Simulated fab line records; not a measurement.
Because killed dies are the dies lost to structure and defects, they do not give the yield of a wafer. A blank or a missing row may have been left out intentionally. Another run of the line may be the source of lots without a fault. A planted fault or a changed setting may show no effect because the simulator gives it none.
Problem report, 8D (eight disciplines) form, completed by code :: flow sky130 :: the parts of the form that need people (team, actions taken, sign-off) are left out

== 1. WHAT IS WRONG ==
Wafers free of any fault read 501.2 (standard deviation 2.8) for NWELL_2_TW at SKY_NWELL_TW_MEAS_26, against a mean of 30.0 on 6 wafers of 2 lots. So: -99 or more standard deviations from the usual mean.
The first sign was on wafer L616.1 at day 6 09:31, on film_metro-03. The record has a number at this step for 42 wafers belonging to 14 lots. By rule, "out" or "out of limits" means more than 4 standard deviations away from the usual mean. The rest of the wafers with a number are treated as sound.

== 2. WHAT IT IS; WHAT IT IS NOT ==
question: which readings at this step
is: NWELL_2_TW
is not: -

question: which lots
is: L616, L617
is not: L612, L613, L614, L615, L626, L628, L630, L631, L632, L633, L634, L635

question: which wafers of those lots
is: all that have a number
is not: -

question: read on which gauges
is: film_metro-03
is not: film_metro-01, film_metro-02

question: when
is: from day 6 09:31
is not: up to then (12 sound wafers); but 24 sound wafers of L626, L628, L630, L631, L632, L633, L634, L635 came after

== 3. WHAT RULES OUT EACH SUSPECT ==
Counting: a tool stays on the suspect list if, at a process step up to the reading, it processed all lots that are out and no sound lot following the first of them.
- the gauge at SKY_NWELL_TW_MEAS_26: ruled out. All the wafers that are out were read on film_metro-03, but those of them that SKY_NWELL_STRIP_25 has rows for are out there too, on other tools.
- plasma_asher-04 at SKY_DNWELL_STRIP_08 (strips in O2/N2): ruled out as a lasting fault. Sound lots L628, L630, L634, L635 ran on it after its first lot that is out, L616 (day 4 02:55).
- plasma_asher-04 at SKY_NWELL_STRIP_14 (strips in O2/N2): ruled out as a lasting fault. Sound lots L626, L631, L634, L635 ran on it after its first lot that is out, L616 (day 5 14:27).
- plasma_asher-04 at SKY_NWELL_STRIP_25 (strips in O2/N2): ruled out as a lasting fault. Sound lots L626, L634, L635 ran on it after its first lot that is out, L616 (day 6 09:25).
Left after counting: nothing in the record.

== 4. THE CAUSE (what the simulator had put in) ==
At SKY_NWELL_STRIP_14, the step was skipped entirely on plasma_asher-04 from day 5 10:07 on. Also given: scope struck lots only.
Counting ruled it out, wrongly: the rule takes a fault to strike every lot that its tool runs from its start on, and this one did not.

== 5. THE CHAIN OF EFFECTS, in route order ==
One row per reading whose mean, taken over the struck wafers that have a number, lies over 3 standard deviations from the usual. Scope: only readings with a usual standard deviation given in the record; hours: median across lots of the time from each lot's start at the first step in this table that gives one to its start at this step; sigmas: change in usual standard deviations.
hours: 0
step: SKY_NWELL_STRIP_25
reading: oes_product_au
usual: 0.722 a.u.
on struck wafers: 0.738
change: +0.016
sigmas: +3.6

hours: 0
step: SKY_NWELL_STRIP_25
reading: strip_time_to_endpoint_s
usual: 36.83 s
on struck wafers: 80.94
change: +44.11
sigmas: +99 or more

hours: 0
step: SKY_NWELL_TW_MEAS_26
reading: NWELL_2_TW
usual: 501.2
on struck wafers: 30.0
change: -471.2
sigmas: -99 or more
Process steps it contains:
- SKY_NWELL_STRIP_25: strips in O2/N2.
Readings that are blank on the struck wafers while sound wafers have them: chamber_pressure_mTorr at SKY_NWELL_STRIP_14; drypump_motor_current_A at SKY_NWELL_STRIP_14; o2_flow_sccm at SKY_NWELL_STRIP_14; oes_product_au at SKY_NWELL_STRIP_14; strip_time_to_endpoint_s at SKY_NWELL_STRIP_14.

== 6. WHAT WOULD HAVE CAUGHT IT SOONER ==
In this record the first reading out of limits at a measuring or inspecting step was taken at day 6 09:31, 23 hours after the fault began at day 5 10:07.
At SKY_NWELL_STRIP_14 the tool's readings are blank on the struck wafers, where sound wafers have them: an empty tool record is the first sign, and it was there at once.
